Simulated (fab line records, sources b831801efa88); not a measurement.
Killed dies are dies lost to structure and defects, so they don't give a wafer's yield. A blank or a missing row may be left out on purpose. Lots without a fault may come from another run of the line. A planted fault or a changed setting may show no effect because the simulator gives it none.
Chamber matching | flow gf180mcu | GF_CONTACT_CMP_04 on cmp-02: 4 sister chambers
The step polishes SiO2. 14 wafers are shown with their chamber, then 7 later ones without.

WAFERS WITH THEIR CHAMBER
wafer  | chamber | motor_current_A (A) | edge_zone_pressure_frac | time_to_endpoint_s (s)
L139.2 | 1       | 12.2                | 1.010                   | 108
L139.4 | 0       | 11.4                | 1.000                   | 117
L139.5 | 1       | 14.1                | 1.003                   | 112
L140.1 | 0       | 11.2                | 0.999                   | 107
L140.4 | 1       | 13.1                | 1.007                   | 111
L140.5 | 0       | 11.9                | 1.009                   | 109
L141.1 | 1       | 13.0                | 1.011                   | 104
L141.2 | 3       | 12.6                | 0.999                   | 106
L141.5 | 2       | 11.5                | 1.007                   | 112
L142.1 | 1       | 12.9                | 0.997                   | 91
L142.2 | 2       | 10.9                | 1.000                   | 104
L142.6 | 0       | 11.3                | 1.002                   | 107
L150.1 | 0       | 11.4                | 0.991                   | 112
L150.2 | 2       | 10.5                | 1.001                   | 113

SIGNATURES (means of the wafers above)
reading                 | chamber 0 | chamber 1 | chamber 2 | chamber 3 | scatter within a chamber
motor_current_A         | 11.440    | 13.060    | 10.967    | 12.600    | 0.515
edge_zone_pressure_frac | 1.00020   | 1.00560   | 1.00267   | 0.99900   | 0.00572
time_to_endpoint_s      | 110.40    | 105.20    | 109.67    | 106.00    | 6.41
Rule: a wafer's distance from a chamber is the root of the sum, over the readings, of the square of ((its reading less the chamber's mean) divided by the reading's scatter). The wafer belongs to the nearest chamber; if the next one is less than 2 further off, it can't be placed. The scatter: the root of (the sum of the squares of (reading less its chamber's mean) over the shown wafers, divided by (wafers less chambers)).

WAFERS WITHOUT THEIR CHAMBER
wafer  | motor_current_A (A) | edge_zone_pressure_frac | time_to_endpoint_s (s)
L150.6 | 10.8                | 0.995                   | 112
L158.1 | 12.1                | 0.986                   | 117
L158.3 | 13.3                | 0.999                   | 124
L158.4 | 12.1                | 1.003                   | 124
L159.1 | 12.7                | 1.004                   | 108
L159.4 | 11.4                | 0.998                   | 124
L159.5 | 11.3                | 1.000                   | 116

WHICH CHAMBER EACH WENT THROUGH
wafer  | from the rows above               | in truth
L150.6 | can't be placed: 2 or 0           | 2
L158.1 | can't be placed: 0 or 3 or 2 or 1 | 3
L158.3 | can't be placed: 3 or 1 or 0 or 2 | 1
L158.4 | can't be placed: 0 or 3 or 2 or 1 | 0
L159.1 | can't be placed: 1 or 3 or 0      | 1
L159.4 | can't be placed: 0 or 2 or 3      | 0
L159.5 | can't be placed: 0 or 2           | 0
Placed correctly: 0 of 7. Can't be placed from these rows: 7 (the true chamber is among the candidates in 7). Placed wrongly: 0.
